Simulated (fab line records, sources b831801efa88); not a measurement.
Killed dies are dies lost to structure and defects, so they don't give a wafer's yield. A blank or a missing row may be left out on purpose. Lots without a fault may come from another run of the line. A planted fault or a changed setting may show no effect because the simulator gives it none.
One fault seen from 2 desks | flow sky130 | each desk has only its own numbers; what lay behind them comes last

THE TOOL OWNER'S DESK: plasma_asher-01
The tool's own readings at SKY_METAL4_STRIP_19 (strips in O2/N2): means of the sampled wafers that have a number, for each lot that ran on this tool. A lot is out of limits, marked OUT, if its mean lies more than 4 standard deviations from the usual mean; the brackets give that distance.
Columns: A = chamber_pressure_mTorr at SKY_METAL4_STRIP_19, usual 1500.0 mTorr; B = drypump_motor_current_A at SKY_METAL4_STRIP_19, usual 5.8 A; C = n2_flow_sccm at SKY_METAL4_STRIP_19, usual 299.9 sccm; D = o2_flow_sccm at SKY_METAL4_STRIP_19, usual 3000 sccm; E = oes_product_au at SKY_METAL4_STRIP_19, usual 0.502 a.u.; F = strip_time_to_endpoint_s at SKY_METAL4_STRIP_19, usual 6.55 s
lot  | first seen here | A      | B   | C     | D    | E     | F
L524 | day 44 13:41    | 1498.9 | 6.1 | 299.4 | 3006 | 0.504 | 6.55
L533 | day 47 00:04    | 1499.3 | 5.8 | 300.3 | 2993 | 0.504 | 6.58
This desk's finding: nothing out of limits on any of the 2 lots.

THE METROLOGY DESK
What the gauges read, lot by lot, whatever tool the lot ran on: means of the sampled wafers that have a number. A lot is out of limits, marked OUT, if its mean lies more than 4 standard deviations from the usual mean; the brackets give that distance.
Columns: A = cd_nm at SKY_METAL4_CD_MEAS_13, usual 299.8 nm; B = METAL4_OVL at SKY_METAL4_OVL_MEAS_14, usual -4 nm
lot  | first seen here | A     | B
L521 | day 43 22:25    | 299.4 | 1
L524 | day 44 13:13    | 300.2 | -1
L525 | day 45 01:50    | 298.4 | -7
L526 | day 45 03:44    | 300.0 | -2
L533 | day 46 23:25    | 300.1 | -3
L535 | day 48 00:31    | 300.3 | 4
This desk's finding: nothing out of limits on any of the 6 lots.

PUT TOGETHER
The tool owner's desk saw nothing out of limits.
The metrology desk saw nothing out of limits.

WHAT THE SIMULATOR HAD PUT IN
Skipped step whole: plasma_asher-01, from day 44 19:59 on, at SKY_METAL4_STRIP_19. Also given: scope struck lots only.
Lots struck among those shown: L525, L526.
